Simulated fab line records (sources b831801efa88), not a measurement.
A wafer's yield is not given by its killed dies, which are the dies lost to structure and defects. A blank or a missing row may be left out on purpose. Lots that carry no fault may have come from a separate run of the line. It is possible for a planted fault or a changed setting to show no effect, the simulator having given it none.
Chamber matching / flow sky130 / cmp-01 running SKY_LI_CONTACT_CMP_02: 4 sister chambers
The step polishes PSG. 4 wafers are shown with their chamber, then 7 later ones without.

WAFERS WITH THEIR CHAMBER
wafer=L437.4; chamber=0; motor_current_A (A)=11.8
wafer=L439.6; chamber=1; motor_current_A (A)=13.2
wafer=L440.1; chamber=2; motor_current_A (A)=10.9
wafer=L440.3; chamber=3; motor_current_A (A)=13.1

WAFERS MISSING THEIR CHAMBER
wafer=L440.4; motor_current_A (A)=13.2
wafer=L444.1; motor_current_A (A)=11.3
wafer=L444.4; motor_current_A (A)=12.7
wafer=L444.5; motor_current_A (A)=12.3
wafer=L446.3; motor_current_A (A)=12.8
wafer=L446.4; motor_current_A (A)=12.5
wafer=L446.5; motor_current_A (A)=10.9

WHICH CHAMBER EACH ONE RAN IN
wafer=L440.4; from the rows above=can't be placed: 1 or 3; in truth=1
wafer=L444.1; from the rows above=can't be placed: 2 or 0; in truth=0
wafer=L444.4; from the rows above=can't be placed: 3 or 1 or 0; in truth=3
wafer=L444.5; from the rows above=can't be placed: 0 or 3 or 1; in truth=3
wafer=L446.3; from the rows above=can't be placed: 3 or 1 or 0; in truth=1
wafer=L446.4; from the rows above=can't be placed: 3 or 0 or 1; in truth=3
wafer=L446.5; from the rows above=2; in truth=2
Placed correctly: 1 of 7. From these rows, 6 cannot be placed; in 6 the true chamber is one of the candidates. 0 placed wrongly.
How it was worked out, from the rows above alone: a wafer's distance from a chamber is the root of the sum, over the readings, of the square of ((its reading less the chamber's mean) divided by the reading's scatter). If the next closest chamber is less than 2 further off than the closest, the wafer can't be placed; otherwise it belongs to the closest. For every chamber, the mean is computed from those of its wafers that are shown. The scatter: with one shown wafer a chamber, the root of the mean of the squares of how far each hidden wafer lies from its nearest shown one.
